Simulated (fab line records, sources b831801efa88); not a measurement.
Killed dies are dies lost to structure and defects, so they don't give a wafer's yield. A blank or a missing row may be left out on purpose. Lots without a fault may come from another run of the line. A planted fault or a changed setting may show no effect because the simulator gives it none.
fab line records | flow sky130
record lots=6 wafers=18 last_day=49
route steps=708 shown METAL5@664 PAD_OPEN@708
lots that met no fault: from a run of the same line without faults
start_h: hours from the record's first day to the start of the lot's first wafer shown | wait_h: hours since the lot's step before | " the same as in the row above | L1.1+2: a row that stands for several wafers | - no value, or no start given | * or withheld: withheld | < > ~ a bound
route shown NAME@n: a module of which the file shows steps, and the number in the route of the first | usual: mean/standard deviation of fault-free wafers | same: alike in all rows | chamber/n: place in a boat | sites: the reading at each site | _std_site: their standard deviation | _edge_site: outer sites' mean less inner sites' | radius_mm: how far each site lies from the wafer's centre | mask NAME#n: copy n | behind: the tool/chamber that last shaped the wafer | hold: why the lot was held/for how many hours/how that ended | device: the transistor (n, p or np) that didn't switch | end of line: the same wafers' tests at the end of the route | a step without rows: its recipe alone | killed: dies lost to structure and defects at the first sort, not the wafer's yield | map: a wafer's dies, x killed, . not, _ none there
set.NAME: the setting as run; set.NAME@STEP: as run at that earlier step | model.NAME: the simulator's own value behind a step, which no gauge read
lots at some steps of the route; a table a step, a row a wafer
services: from which hour (start_h, from the record's first day; less than 0 if before it) a tool's chamber was out of use, for how many hours, and why
## steps
# step SKY_METAL5_SPUTTER_03
# recipe material=Ti target_thk_nm=5 power_w=3000 time_s=3.3 chamber_pressure_pa=0.4
# usual throttle_valve_pct=30.6/1.2
# columns lot.wafer tool chamber start_h wait_h throttle_valve_pct
L110.1 pvd_sputter-04 - 1013.15 0.0 29.2
L110.2 " - " " 31.0
L110.6 " - " " 30.4
L111.1 pvd_sputter-01 - 1021.43 0.0 29.7
L111.3 " - " " 30.0
L111.4 " - " " 31.9
L119.1 pvd_sputter-01 - 1075.41 0.0 29.9
L119.2 " - " " 32.0
L119.3 " - " " 29.9
L120.3 pvd_sputter-01 - 1080.88 0.0 29.9
L120.4 " - " " 32.1
L120.5 " - " " 29.5
L125.1 pvd_sputter-03 - 1112.83 0.0 31.1
L125.2 " - " " 33.0
L125.4 " - " " 29.5
L126.2 pvd_sputter-03 - 1115.53 0.0 33.2
L126.4 " - " " 29.3
L126.5 " - " " 30.9
# step SKY_METAL5_SPUTTER_04
# recipe material=TiN target_thk_nm=70 power_w=6500 time_s=58.3 chamber_pressure_pa=0.4
# usual throttle_valve_pct=30.6/1.2
# columns lot.wafer tool chamber start_h wait_h throttle_valve_pct
L110.1 pvd_sputter-04 - 1013.17 0.0 29.0
L110.2 " - " " 30.8
L110.6 " - " " 30.5
L111.1 pvd_sputter-01 - 1021.44 0.0 29.5
L111.3 " - " " 30.1
L111.4 " - " " 32.0
L119.1 pvd_sputter-01 - 1075.43 0.0 30.1
L119.2 " - " " 32.4
L119.3 " - " " 30.4
L120.3 pvd_sputter-01 - 1080.90 0.0 30.1
L120.4 " - " " 32.2
L120.5 " - " " 29.8
L125.1 pvd_sputter-03 - 1112.84 0.0 31.1
L125.2 " - " " 33.3
L125.4 " - " " 29.7
L126.2 pvd_sputter-03 - 1115.54 0.0 33.0
L126.4 " - " " 29.6
L126.5 " - " " 31.0
# step SKY_METAL5_RS_MEAS_05
# recipe thk_meas_gauge=four-point-probe reads=TiN_of_METAL5_SPUTTER_04+Ti_of_METAL5_SPUTTER_03+AlCu_of_METAL5_SPUTTER_02+TiN_of_METAL5_SPUTTER_01+Ti_of_METAL5_SPUTTER_00
# usual METAL5_ALCU_RS=0.02715/0.00021
# columns lot.wafer tool chamber start_h wait_h METAL5_ALCU_RS[ohm/sq]
L110.1 film_metro-01 - 1013.22 0.0 0.0274
L110.2 " - " " 0.02738
L110.6 " - " " 0.02714
L111.1 film_metro-03 - 1021.49 0.0 0.02683
L111.3 " - " " 0.027
L111.4 " - " " 0.02658
L119.1 film_metro-03 - 1075.48 0.0 0.02723
L119.2 " - " " 0.02704
L119.3 " - " " 0.02715
L120.3 film_metro-01 - 1080.98 0.1 0.02706
L120.4 " - " " 0.02682
L120.5 " - " " 0.0269
L125.1 film_metro-01 - 1112.92 0.0 0.02709
L125.2 " - " " 0.02707
L125.4 " - " " 0.02745
L126.2 film_metro-01 - 1115.61 0.0 0.02705
L126.4 " - " " 0.0272
L126.5 " - " " 0.02727
# step SKY_METAL5_THK_MEAS_06
# recipe thk_meas_gauge=xrf reads=AlCu_of_METAL5_SPUTTER_02
# usual METAL5_ALCU_THK=1139/13
# columns lot.wafer tool chamber start_h wait_h METAL5_ALCU_THK[nm]
L110.1 film_metro-01 - 1013.34 0.1 1130
L110.2 " - " " 1121
L110.6 " - " " 1137
L111.1 film_metro-03 - 1021.61 0.1 1150
L111.3 " - " " 1143
L111.4 " - " " 1168
L119.1 film_metro-03 - 1075.60 0.1 1144
L119.2 " - " " 1151
L119.3 " - " " 1141
L120.3 film_metro-01 - 1081.08 0.1 1142
L120.4 " - " " 1153
L120.5 " - " " 1153
L125.1 film_metro-01 - 1113.04 0.1 1154
L125.2 " - " " 1147
L125.4 " - " " 1133
L126.2 film_metro-01 - 1115.72 0.1 1152
L126.4 " - " " 1140
L126.5 " - " " 1141
# step SKY_METAL5_DEHYDRATE_07
# recipe temp_c=200 time_s=60
# step SKY_METAL5_HMDS_08
# recipe prime_time_s=60 prime_temp_c=120
# step SKY_METAL5_COAT_09
# recipe resist=NOVOLAK spin_rpm=3000 resist_thk_nm=1800
# step SKY_METAL5_SOFTBAKE_10
# recipe temp_c=90 time_s=60 resist=NOVOLAK
# step SKY_METAL5_EXPOSE_11
# recipe mask_id=MM5 na=0.6 source_shape=conventional sigma_outer=0.6 polarization=unpolarized target_cd_nm=1600 dose_mj=190
# step SKY_METAL5_PEB_12
# recipe temp_c=withheld time_s=* resist=NOVOLAK
# step SKY_METAL5_DEVELOP_13
# recipe resist=NOVOLAK developer=TMAH develop_time_s=60 dev_temp_c=23
# step SKY_METAL5_DESCUM_14
# recipe chemistry=O2 source_power_w=150 bias_power_w=0 pressure_mtorr=10 temp_c=40 time_s=11
# usual chamber_pressure_mTorr=10.000/0.01 drypump_motor_current_A=5.8/0.62 he_backside_leak_sccm=3.45/0.19 oes_product_au=1.005/0.009
# columns lot.wafer tool chamber start_h wait_h chamber_pressure_mTorr drypump_motor_current_A he_backside_leak_sccm oes_product_au rf_hours_counter_h
L110.1 rie_metal-02 0 1034.96 0.1 10.008 6.7 3.64 1.003 5
L110.2 " 1 " " 10.009 5.3 3.62 1.010 9
L110.6 " 0 " " 10.003 6.7 3.86 1.007 -
L111.1 rie_metal-02 1 1043.98 0.1 9.997 5.3 3.47 1.002 10
L111.3 " 0 " " 10.007 6.7 3.74 1.009 -
L111.4 " 1 " " 9.984 5.3 3.48 1.009 -
L119.1 rie_metal-02 1 1096.25 0.1 10.002 5.3 3.52 1.021 13
L119.2 " 0 " " 10.019 6.7 3.75 1.015 9
L119.3 " 0 " " 10.015 6.7 3.71 0.999 -
L120.3 rie_metal-04 1 1101.47 0.1 9.990 5.0 3.14 0.997 -
L120.4 " 0 " " 10.006 5.4 3.46 0.999 -
L120.5 " 0 " " 10.003 5.4 3.43 0.998 -
L125.1 rie_metal-02 1 1131.01 0.1 10.001 5.3 3.48 1.019 17
L125.2 " 0 " " 10.003 6.7 3.48 1.017 12
L125.4 " 1 " " 10.004 5.3 3.56 1.022 -
L126.2 rie_metal-02 1 1134.55 0.1 9.998 5.3 3.51 1.019 17
L126.4 " 1 " " 9.970 5.3 3.40 1.017 -
L126.5 " 1 " " 9.995 5.3 3.63 1.016 -
# step SKY_METAL5_METAL_ETCH_15
# recipe target_depth_a=12600 stop_on=SiO2 over_etch_frac=0.2 time_s=252 chemistry=Cl2/BCl3 resist_sidewall_deg=86 pressure_mtorr=10 icp_w=900 bias_w=48.5 Cl2_flow_sccm=60 bcl3_flow_sccm=30
# usual chamber_pressure_mTorr=9.999/0.0091 drypump_motor_current_A=5.8/0.62 he_backside_leak_sccm=3.43/0.17 oes_product_au=0.893/0.006 run_length_s=280.6/0.75 throttle_valve_pct=22.264/0.0087
# columns lot.wafer tool chamber start_h wait_h chamber_pressure_mTorr drypump_motor_current_A he_backside_leak_sccm oes_product_au rf_hours_counter_h run_length_s throttle_valve_pct model.NOVOLAK_of_METAL5_COAT_09.thk_nm model.METAL5.cd_nm model.SiO2_of_VIA4_HDPCVD_00.thk_nm
L110.1 rie_metal-02 0 1035.00 0.0 9.995 6.7 3.36 0.889 5 279.8 22.280 1020 1598 549.6
L110.2 " 1 " " 9.995 5.3 3.52 0.894 9 280.7 22.260 1016 1616 550.3
L110.6 " 0 " " 9.991 6.7 3.57 0.891 - 280.0 22.257 1022 1605 549.2
L111.1 rie_metal-02 1 1044.03 0.0 10.001 5.3 3.45 0.883 10 284.1 22.270 1022 1605 549.4
L111.3 " 0 " " 9.996 6.7 3.30 0.886 - 282.8 22.258 1020 1601 547.9
L111.4 " 1 " " 9.988 5.3 3.33 0.897 - 283.7 22.260 1023 1604 548.4
L119.1 rie_metal-02 1 1096.29 0.0 10.000 5.3 3.57 0.890 13 281.2 22.272 1026 1607 546.7
L119.2 " 0 " " 9.985 6.7 3.44 0.896 9 279.7 22.266 1035 1605 547.4
L119.3 " 0 " " 9.979 6.7 3.33 0.891 - 280.4 22.264 1036 1609 548.8
L120.3 rie_metal-04 1 1101.57 0.1 10.014 5.1 2.93 0.894 - 280.9 22.267 1028 1612 549.5
L120.4 " 0 " " 9.994 5.4 3.41 0.893 - 280.1 22.262 1034 1602 549.1
L120.5 " 0 " " 9.983 5.4 3.34 0.886 - 280.2 22.265 1033 1601 549
L125.1 rie_metal-02 1 1131.05 0.0 10.006 5.3 3.54 1.016 17 249.2 22.282 1110 1610 553.8
L125.2 " 0 " " 9.990 6.7 3.48 1.012 12 248.7 22.262 1111 1606 553.3
L125.4 " 1 " " 9.990 5.3 3.50 1.004 - 249.5 22.255 1121 1618 552.9
L126.2 rie_metal-02 1 1134.59 0.0 10.009 5.3 3.64 1.008 17 249.4 22.262 1118 1618 550.9
L126.4 " 1 " " 10.014 5.3 3.45 1.013 - 249.4 22.253 1114 1614 552.4
L126.5 " 1 " " 10.010 5.3 3.63 1.010 - 249.8 22.256 1112 1616 550.4
# step SKY_METAL5_STRIP_16
# recipe chemistry=O2/N2 power_w=1400 pressure_mtorr=1500 platen_temp_c=withheld o2_flow_sccm=3000 n2_flow_sccm=300 overash_fraction=0.5
# usual chamber_pressure_mTorr=1500.0/1.5 drypump_motor_current_A=5.7/0.58 oes_product_au=0.710/0.0039 strip_time_to_endpoint_s=12.97/0.11
# columns lot.wafer tool chamber start_h wait_h chamber_pressure_mTorr drypump_motor_current_A oes_product_au rf_hours_counter_h strip_time_to_endpoint_s
L110.1 plasma_asher-01 0 1035.23 0.2 1499.6 5.4 0.712 29 12.90
L110.2 " 1 " " 1499.3 6.2 0.705 29 12.84
L110.6 " 0 " " 1498.4 5.5 0.715 - 12.92
L111.1 plasma_asher-03 1 1044.34 0.2 1495.9 6.8 0.712 64 12.94
L111.3 " 0 " " 1502.5 5.7 0.718 - 12.91
L111.4 " 1 " " 1502.6 6.8 0.710 - 12.92
L119.1 plasma_asher-01 1 1096.52 0.2 1500.7 6.3 0.713 36 12.98
L119.2 " 0 " " 1499.0 5.4 0.712 36 13.06
L119.3 " 0 " " 1498.9 5.5 0.714 - 13.08
L120.3 plasma_asher-04 1 1101.76 0.1 1499.0 5.4 0.713 - 13.01
L120.4 " 0 " " 1499.7 5.0 0.712 - 13.05
L120.5 " 1 " " 1500.8 5.4 0.710 - 13.05
L125.1 plasma_asher-03 0 1131.28 0.2 1499.4 5.8 0.713 72 13.92
L125.2 " 1 " " 1502.7 6.8 0.706 72 13.94
L125.4 " 1 " " 1501.0 6.8 0.709 - 14.05
L126.2 plasma_asher-01 0 1134.82 0.2 1501.4 5.5 0.715 39 14.03
L126.4 " 0 " " 1501.1 5.5 0.714 - 13.99
L126.5 " 1 " " 1499.6 6.2 0.705 - 13.95
# step SKY_METAL5_STRIP_17
# recipe chemistry=post_etch_residue_remover time_s=1200 temp_c=72.5
# step SKY_PAD_OPEN_PROBE_99
# columns lot.wafer tool chamber start_h wait_h model.etest.met5.width_nm model.etest.met5_comb.leak_log10_a_um
L110.1 prober-02 - 1082.51 0.1 1598 -11.9
L110.2 prober-02 - 1082.56 0.1 1612 -12.07
L110.6 prober-02 - 1082.76 0.2 1608 -12.11
L111.1 prober-01 - 1091.66 0.1 1606 -12.1
L111.3 prober-01 - 1091.76 0.2 1602 -11.89
L111.4 prober-01 - 1091.81 0.2 1601 -11.86
L119.1 prober-01 - 1139.53 0.1 1606 -11.78
L119.2 prober-01 - 1139.58 0.1 1606 -11.92
L119.3 prober-01 - 1139.63 0.2 1610 -12.03
L120.3 prober-02 - 1142.62 0.2 1611 -12.04
L120.4 prober-02 - 1142.67 0.2 1607 -11.73
L120.5 prober-02 - 1142.72 0.2 1606 -11.86
L125.1 prober-01 - 1171.08 0.1 1613 -12.03
L125.2 prober-01 - 1171.13 0.1 1609 -11.73
L125.4 prober-01 - 1171.23 0.2 1617 -11.54
L126.2 prober-02 - 1173.78 0.1 1618 -11.51
L126.4 prober-02 - 1173.88 0.2 1612 -11.83
L126.5 prober-02 - 1173.93 0.2 1614 -11.99
# killed by level:class
L110.1 VIA1:geometric_particle:open=10 CONTACT:geometric_particle:open=7 METAL2:geometric_particle:short=7 LI_CONTACT:geometric_particle:open=6 METAL1:geometric_particle:short=6 VIA2:geometric_particle:open=5 POLY_GATE:geometric_particle:open=4 LOCAL_INTERCONNECT:geometric_particle:short=4
L110.2 CONTACT:geometric_particle:open=10 LI_CONTACT:geometric_particle:open=7 VIA1:geometric_particle:short=7 FIELD_ISO:geometric_particle:short=6 VIA2:geometric_particle:open=6 METAL2:geometric_particle:short=5 VIA3:geometric_particle:open=5 CONTACT:geometric_particle:short=4
L110.6 VIA1:geometric_particle:open=13 CONTACT:geometric_particle:open=10 VIA3:geometric_particle:open=10 LI_CONTACT:geometric_particle:open=9 FIELD_ISO:geometric_particle:open=5 METAL1:geometric_particle:short=5 SPACER:geometric_particle:open=4 LOCAL_INTERCONNECT:geometric_particle:short=4
L111.1 LI_CONTACT:geometric_particle:open=10 VIA1:geometric_particle:open=10 CONTACT:geometric_particle:open=9 VIA1:geometric_particle:short=7 POLY_GATE:geometric_particle:open=6 VIA2:geometric_particle:open=6 METAL3:geometric_particle:short=6 LOCAL_INTERCONNECT:geometric_particle:short=5
L111.3 VIA1:geometric_particle:open=19 VIA3:geometric_particle:open=11 LI_CONTACT:geometric_particle:open=6 LOCAL_INTERCONNECT:geometric_particle:short=6 CONTACT:geometric_particle:short=6 VIA1:geometric_particle:short=6 VIA2:geometric_particle:open=6 CONTACT:geometric_particle:open=5
L111.4 CONTACT:geometric_particle:open=14 VIA1:geometric_particle:open=13 VIA2:geometric_particle:open=9 VIA1:geometric_particle:short=7 LI_CONTACT:geometric_particle:open=6 LI_CONTACT:geometric_particle:short=4 METAL1:geometric_particle:short=4 METAL3:geometric_particle:short=4
L119.1 VIA1:geometric_particle:open=14 CONTACT:geometric_particle:short=10 CONTACT:geometric_particle:open=7 METAL2:geometric_particle:short=6 VIA2:geometric_particle:open=6 LI_CONTACT:geometric_particle:open=5 METAL1:geometric_particle:open=5 VIA3:geometric_particle:open=5
L119.2 CONTACT:geometric_particle:open=7 VIA1:geometric_particle:open=7 LI_CONTACT:geometric_particle:open=6 LOCAL_INTERCONNECT:geometric_particle:short=6 VIA2:geometric_particle:open=6 CONTACT:geometric_particle:short=5 METAL1:geometric_particle:short=5 METAL2:geometric_particle:short=5
L119.3 VIA1:geometric_particle:open=12 VIA2:geometric_particle:open=11 LI_CONTACT:geometric_particle:open=8 VIA3:geometric_particle:open=8 FIELD_ISO:geometric_particle:open=5 METAL1:geometric_particle:short=5 METAL2:geometric_particle:short=4 CONTACT:geometric_particle:open=3
L120.3 VIA1:geometric_particle:open=16 LI_CONTACT:geometric_particle:open=13 METAL1:geometric_particle:short=7 LI_CONTACT:geometric_particle:short=6 VIA2:geometric_particle:open=6 CONTACT:geometric_particle:short=5 CONTACT:geometric_particle:open=5 FIELD_ISO:geometric_particle:short=4
L120.4 VIA2:geometric_particle:open=8 CONTACT:geometric_particle:open=7 FIELD_ISO:geometric_particle:short=6 LI_CONTACT:geometric_particle:open=6 VIA1:geometric_particle:open=6 CONTACT:geometric_particle:short=5 METAL1:geometric_particle:short=4 VIA3:geometric_particle:open=4
L120.5 CONTACT:geometric_particle:open=11 FIELD_ISO:geometric_particle:open=8 METAL1:geometric_particle:short=7 VIA1:geometric_particle:open=7 VIA2:geometric_particle:open=6 VIA3:geometric_particle:open=6 FIELD_ISO:geometric_particle:short=5 LI_CONTACT:geometric_particle:short=5
L126.2 CONTACT:geometric_particle:open=20 VIA1:geometric_particle:open=20 VIA2:geometric_particle:open=14 POLY_GATE:geometric_particle:open=7 LI_CONTACT:geometric_particle:open=7 VIA1:geometric_particle:short=7 METAL2:geometric_particle:short=6 LOCAL_INTERCONNECT:geometric_particle:short=5
L126.4 VIA1:geometric_particle:open=12 CONTACT:geometric_particle:short=9 CONTACT:geometric_particle:open=8 LI_CONTACT:geometric_particle:open=7 VIA3:geometric_particle:open=6 VIA3:geometric_particle:short=5 VIA1:geometric_particle:short=5 METAL2:geometric_particle:short=5
L126.5 VIA1:geometric_particle:open=12 LI_CONTACT:geometric_particle:open=8 CONTACT:geometric_particle:open=8 METAL2:geometric_particle:short=7 VIA2:geometric_particle:open=6 VIA3:geometric_particle:open=6 POLY_GATE:geometric_particle:short=5 METAL1:geometric_particle:short=5
## services
# columns tool chamber start_h hours kind
pvd_sputter-03 - 993.22 1.9 repair
pvd_sputter-04 1 996.09 - consumable_replace:kit
pvd_sputter-04 1 996.09 18.0 scheduled_down
pvd_sputter-04 1 996.09 18.0 vent_cycle
plasma_asher-01 - 1000.92 0.3 repair
rie_metal-02 0 1004.57 1.5 repair
pvd_sputter-01 - 1007.28 4.8 repair
rie_metal-02 1 1011.69 1.6 repair
plasma_asher-01 - 1016.57 0.9 repair
pvd_sputter-04 - 1020.97 0.5 repair
rie_metal-04 - 1030.02 0.3 repair
rie_metal-02 0 1084.20 1.4 repair
pvd_sputter-03 2 1085.06 - consumable_replace:kit
pvd_sputter-03 2 1085.06 18.0 scheduled_down
pvd_sputter-03 2 1085.06 18.0 vent_cycle
pvd_sputter-01 - 1096.99 7.6 repair
rie_metal-04 - 1121.16 10.0 pm
pvd_sputter-04 0 1134.26 - consumable_replace:kit
pvd_sputter-04 0 1134.26 18.0 scheduled_down
pvd_sputter-04 0 1134.26 18.0 vent_cycle
## key
first_sign step=SKY_METAL5_METAL_ETCH_15 reading=run_length_s direction=down sigmas=42 usual=* struck=*
effect step=SKY_METAL5_METAL_ETCH_15 reading=oes_product_au direction=up sigmas=19 usual=0.893 struck=1.011
effect step=SKY_METAL5_STRIP_16 reading=strip_time_to_endpoint_s direction=up sigmas=9 usual=* struck=*
model_effect step=SKY_METAL5_METAL_ETCH_15 value=NOVOLAK_of_METAL5_COAT_09.thk_nm without=1018 struck=1114
model_effect step=SKY_PAD_OPEN_PROBE_99 value=etest.met5.width_nm without=1603 struck=1614
met_at SKY_METAL5_METAL_ETCH_15
struck_wafers L125.1,L125.2,L125.4,L126.2,L126.4,L126.5
sort_left_out L125.1,L125.2,L125.4
onset_between 1096.29 1131.05
fault kind=process_parameter_drift tool=rie_metal-02 chamber=- onset_h=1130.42 steps=SKY_METAL5_METAL_ETCH_15 channel=time_s offset=* shape=step end_h=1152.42 acts_in=* stated=*
# sort_left_out: the simulated sort isn't trusted on such a fault, so these wafers' sort isn't shown, and their yield isn't known
